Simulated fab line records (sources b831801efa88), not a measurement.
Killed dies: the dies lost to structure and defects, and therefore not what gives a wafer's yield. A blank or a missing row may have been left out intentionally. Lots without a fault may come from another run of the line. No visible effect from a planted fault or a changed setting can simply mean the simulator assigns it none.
Split-lot study + flow gf180mcu + on a route of 602 steps: 5 lots, 23 wafers read

SPLIT DETAILS
At GF_LVPWELL_COAT_02 (resist thk 3000 nm), the setting resistThkNm was moved away from the recipe's 3000 nm on 7 of the 23 wafers read, by -2.8% to +3.3%. The other wafers ran this setting at the recipe's value.

The split's own step is where the reading is taken.

THE READING
coat_of_LVPWELL_COAT_02.thkNm (the simulator's own value, which no gauge read), in nm, at GF_LVPWELL_COAT_02 (resist thk 3000 nm). There is no usual value for it anywhere in the file. Across the 16 wafers here that went through the recipe, the average is 2993 nm and the standard deviation 7.4 nm.

| wafer  | tool, chamber at the split | resistThkNm as run, nm | against the recipe | coat_of_LVPWELL_COAT_02.thkNm, nm | against lot-mates on the recipe |
|--------|----------------------------|------------------------|--------------------|-----------------------------------|---------------------------------|
| L074.2 | lithoTrack-04, 0           | 3000                   | recipe             | 2989                              | -                               |
| L074.4 | lithoTrack-04, 0           | 3000                   | recipe             | 2984                              | -                               |
| L074.6 | lithoTrack-04, 0           | 3000                   | recipe             | 2985                              | -                               |
| L076.1 | lithoTrack-01, 0           | 3000                   | recipe             | 3002                              | -                               |
| L076.2 | lithoTrack-01, 0           | 3100                   | +3.3%              | 3108                              | +102                            |
| L076.3 | lithoTrack-01, 0           | 3100                   | +3.3%              | 3099                              | +93                             |
| L076.5 | lithoTrack-01, 0           | 3000                   | recipe             | 3011                              | -                               |
| L076.6 | lithoTrack-01, 0           | 3000                   | recipe             | 3005                              | -                               |
| L077.1 | lithoTrack-03, 0           | 3000                   | recipe             | 2993                              | -                               |
| L077.3 | lithoTrack-03, 0           | 3000                   | recipe             | 2996                              | -                               |
| L077.4 | lithoTrack-03, 0           | 3000                   | recipe             | 2996                              | -                               |
| L077.5 | lithoTrack-03, 0           | 3000                   | recipe             | 2988                              | -                               |
| L077.6 | lithoTrack-03, 0           | 3000                   | recipe             | 2992                              | -                               |
| L081.2 | lithoTrack-03, 0           | 2917                   | -2.8%              | 2904                              | -85                             |
| L081.3 | lithoTrack-03, 0           | 3000                   | recipe             | 2991                              | -                               |
| L081.4 | lithoTrack-03, 0           | 3000                   | recipe             | 2993                              | -                               |
| L081.5 | lithoTrack-03, 0           | 3000                   | recipe             | 2983                              | -                               |
| L081.6 | lithoTrack-03, 0           | 2917                   | -2.8%              | 2902                              | -87                             |
| L084.1 | lithoTrack-03, 0           | 3000                   | recipe             | 2992                              | -                               |
| L084.2 | lithoTrack-03, 0           | 3000                   | recipe             | 2989                              | -                               |
| L084.3 | lithoTrack-03, 0           | 3076                   | +2.5%              | 3059                              | +68                             |
| L084.4 | lithoTrack-03, 0           | 3076                   | +2.5%              | 3062                              | +72                             |
| L084.5 | lithoTrack-03, 0           | 3076                   | +2.5%              | 3063                              | +72                             |

FIT RESULTS
A straight line over all 23 wafers: coat_of_LVPWELL_COAT_02.thkNm changes by +31.1 nm for each +1% of resistThkNm; r = +0.99; the points scatter about the line by 8 nm.
The same after taking each lot's own level away (the mean of its wafers on the recipe; 23 wafers): +29.5 nm for each +1%; r = +1.00; scatter 3.6 nm.
According to that fit, moving resistThkNm by its largest amount changes the reading by 98 nm.
Measured against the standard deviation above, the lots' own levels, which go from 2986.0 to 3006.0 nm, span 2.7 times it.
The two slopes agree, so the slope changes little with the lot-to-lot level.
Check: +96 nm against its lot-mates is what the line predicts for one of the wafers moved furthest among these (+3.3%) when that wafer is left out of the fit. Against them it came out at +102 nm.

THESE WAFERS: OTHER SPLITS
Other splits were also applied to these wafers ahead of the reading. Each is held against what the fit with the lots' levels taken away leaves over:
| other split on the same wafers | wafers away from the commonest value | r with coat_of_LVPWELL_COAT_02.thkNm (lot level and that fit taken away) |
|--------------------------------|--------------------------------------|--------------------------------------------------------------------------|
| GF_STI_OXIDATION_01 tempC      | 18                                   | +0.07                                                                    |
| GF_STI_WET_ETCH_27 timeS       | 15                                   | +0.02                                                                    |
| GF_NWELL_SOFTBAKE_03 tempC     | 9                                    | -0.17                                                                    |

THE WHOLE CHAIN: every reading that the file lists as answering this split, in the file's order
| step                | what it does       | reading                                                                        | change (the file's fit)              | r (the file's) |
|---------------------|--------------------|--------------------------------------------------------------------------------|--------------------------------------|----------------|
| GF_LVPWELL_COAT_02  | resist thk 3000 nm | coat_of_LVPWELL_COAT_02.thkNm (the simulator's own value, which no gauge read) | +29.4 nm for each +1% of the setting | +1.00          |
| GF_LVPWELL_STRIP_10 | strips in O2/N2    | stripTimeToEndpointS                                                           | withheld for each +1% of the setting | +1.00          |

FILE'S OWN FIT
coat_of_LVPWELL_COAT_02.thkNm changes by +29.4 nm for each +1% of resistThkNm, r = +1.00.
